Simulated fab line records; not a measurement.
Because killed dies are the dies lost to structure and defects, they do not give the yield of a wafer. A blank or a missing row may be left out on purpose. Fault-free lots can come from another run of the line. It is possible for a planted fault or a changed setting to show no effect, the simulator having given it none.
One fault through the eyes of 2 desks | flow sky130 | only its own numbers are on each desk; what lay behind them is given at the end

## FOR THE TOOL OWNER'S DESK: plasmaAsher-01
The tool's own readings at SKY_LOCAL_INTERCONNECT_STRIP_15 (strips in O2/N2): means of the sampled wafers that have a number, for each lot that ran on this tool. A lot is out of limits, marked OUT, if its mean lies more than 4 standard deviations from the usual mean; the brackets give that distance.
Columns: A = chamberPressureMTorr at SKY_LOCAL_INTERCONNECT_STRIP_15, usual 1500.1 mTorr; B = drypumpMotorCurrentA at SKY_LOCAL_INTERCONNECT_STRIP_15, usual 5.8 A; C = oesProductAu at SKY_LOCAL_INTERCONNECT_STRIP_15, usual 0.427 a.u.; D = stripTimeToEndpointS at SKY_LOCAL_INTERCONNECT_STRIP_15, usual 4.718 s
lot  | first seen here | A                | B   | C     | D
L950 | day 30 05:46    | 1501.0           | 6.4 | 0.428 | 4.737
L951 | day 31 02:55    | 1500.0           | 6.0 | 0.428 | 4.739
L952 | day 31 13:37    | 1399.5 (-84) OUT | 6.0 | 0.427 | 4.797
L954 | day 32 03:19    | 1400.1 (-83) OUT | 6.0 | 0.427 | 4.831 (+5.4) OUT
This desk finds L952, L954 out of limits, L952 being first, at day 31 13:37 (chamberPressureMTorr at SKY_LOCAL_INTERCONNECT_STRIP_15). L950, L951: within limits.

## THE METROLOGY DESK
What the gauges read, lot by lot, whatever tool the lot ran on: means of the sampled wafers that have a number. A lot is out of limits, marked OUT, if its mean lies more than 4 standard deviations from the usual mean; the brackets give that distance.
Columns: A = METAL1_ALCU_RS at SKY_METAL1_RS_MEAS_05, usual 0.1263 ohm/sq
lot  | first seen here | A
L948 | day 31 01:32    | 0.1259
L950 | day 31 13:02    | 0.1259
L949 | day 31 15:49    | 0.1242
L951 | day 32 09:04    | 0.1276
L952 | day 32 19:13    | 0.1273
L954 | day 33 08:06    | 0.1263
L961 | day 35 15:40    | 0.1245
L963 | day 36 09:05    | 0.1252
L966 | day 37 23:07    | 0.1258
L969 | day 38 17:44    | 0.1279
L970 | day 38 19:32    | 0.1269
L971 | day 40 09:01    | 0.1257
This desk's finding: nothing out of limits on any of the 12 lots.

## PUT TOGETHER
An alarm could have come from the tool owner's desk at day 31 13:37, on L952, L954.
The metrology desk saw nothing out of limits.
The metrology desk holds a record of L952, L954, inside its limits.
SKY_LOCAL_INTERCONNECT_STRIP_15 was run on plasmaAsher-01 by each of the lots named.

## WHAT THE SIMULATOR HAD PUT IN
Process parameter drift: plasmaAsher-01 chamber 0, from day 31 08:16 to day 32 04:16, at SKY_LOCAL_INTERCONNECT_STRIP_15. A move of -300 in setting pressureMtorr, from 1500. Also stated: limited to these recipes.
Struck lots among those shown: L952, L954.
How many hours passed from the start of the fault until each desk's first out-of-limits reading: the tool owner's desk, 5.
